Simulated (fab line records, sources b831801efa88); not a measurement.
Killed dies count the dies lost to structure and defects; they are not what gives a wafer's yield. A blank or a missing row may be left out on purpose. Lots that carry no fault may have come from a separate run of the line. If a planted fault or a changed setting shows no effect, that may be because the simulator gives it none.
Which tool did it? ; flow sky130 ; Sampling: 14 lots, 42 wafers, 2 of 708 route steps

WHAT EACH GAUGE READ, for each wafer
The record holds no reading of a measuring or inspecting step that can be judged against a usual standard deviation.

EACH LOT AND THE TOOL THAT RAN IT (in order: tool; ch and the chambers of the sampled wafers; start)
lot;SKY_LDD_N_IMPLANT_12;SKY_PAD_OPEN_PROBE_99
L293;implanter-01 ch 0, day 17 16:10;-
L294;implanter-01 ch 0, day 18 03:41;-
L295;implanter-02 ch 0, day 18 21:11;-
L300;implanter-01 ch 0, day 20 08:05;-
L301;implanter-04 ch 0, day 20 14:45;-
L303;implanter-01 ch 0, day 21 04:57;-
L306;implanter-04 ch 0, day 22 18:41;-
L308;implanter-04 ch 0, day 23 03:19;-
L309;implanter-01 ch 0, day 23 13:28;-
L310;implanter-04 ch 0, day 23 18:02;-
L312;implanter-01 ch 0, day 24 16:20;prober-01, day 50 03:29
L313;implanter-04 ch 0, day 24 20:34;-
L314;implanter-01 ch 0, day 25 08:22;-
L315;implanter-04 ch 0, day 25 09:22;-
- SKY_LDD_N_IMPLANT_12
- SKY_PAD_OPEN_PROBE_99

AS READ BY THE TOOLS THEMSELVES (means over the sampled wafers that have a number; for cases with no such wafer, the mark the record gives instead)
SKY_LDD_N_IMPLANT_12.
lot;tool;beam_energy_keV
L293;implanter-01;49.998
L294;implanter-01;50.000
L295;implanter-02;50.014
L300;implanter-01;39.567
L301;implanter-04;49.997
L303;implanter-01;39.602
L306;implanter-04;49.999
L308;implanter-04;50.010
L309;implanter-01;49.992
L310;implanter-04;49.983
L312;implanter-01;49.997
L313;implanter-04;50.016
L314;implanter-01;49.980
L315;implanter-04;50.005

SKY_PAD_OPEN_PROBE_99.
lot;tool;killed_at_M0_to_M3;killed_at_M4_up;killed_at_contacts;killed_at_front_end;killed_at_other;killed_dies;killed_open;killed_short
L312;prober-01;48;5.0;19;13;0.0;85;49;36

THE ANSWER, worked out from the rows above alone
Rule: usual is defined by the lots themselves. The widest of any qualifying gaps counts: lots, ordered by their means at a reading, are off when they make up no more than a third of the lots, leave a main group of 4 or more, and stand apart from it by 3 or more times the standard deviation of that group's means. Not used: any main group whose means are identical at the precision the tables above print for the reading. Also off: a lot with no number at a reading for which 4 or more lots have one. Where the step has rows for the other lots, those lots are counted as sound. The gauges are gone through in route order, then the tools' own readings, and for those a lot's mean is taken as printed above. At the first step where some lot is off, the reading lying furthest off is the one used; lots without a number count as furthest.
Off, at SKY_LDD_N_IMPLANT_12 on beam_energy_keV: L300, L303. The main group: mean 49.999, standard deviation 0.011.
A tool fits if, at that step or a process step before it, it ran every lot that is off, and no sound lot after the first of them. No candidate that was tried fits.

WHAT WAS PUT IN BY THE SIMULATOR
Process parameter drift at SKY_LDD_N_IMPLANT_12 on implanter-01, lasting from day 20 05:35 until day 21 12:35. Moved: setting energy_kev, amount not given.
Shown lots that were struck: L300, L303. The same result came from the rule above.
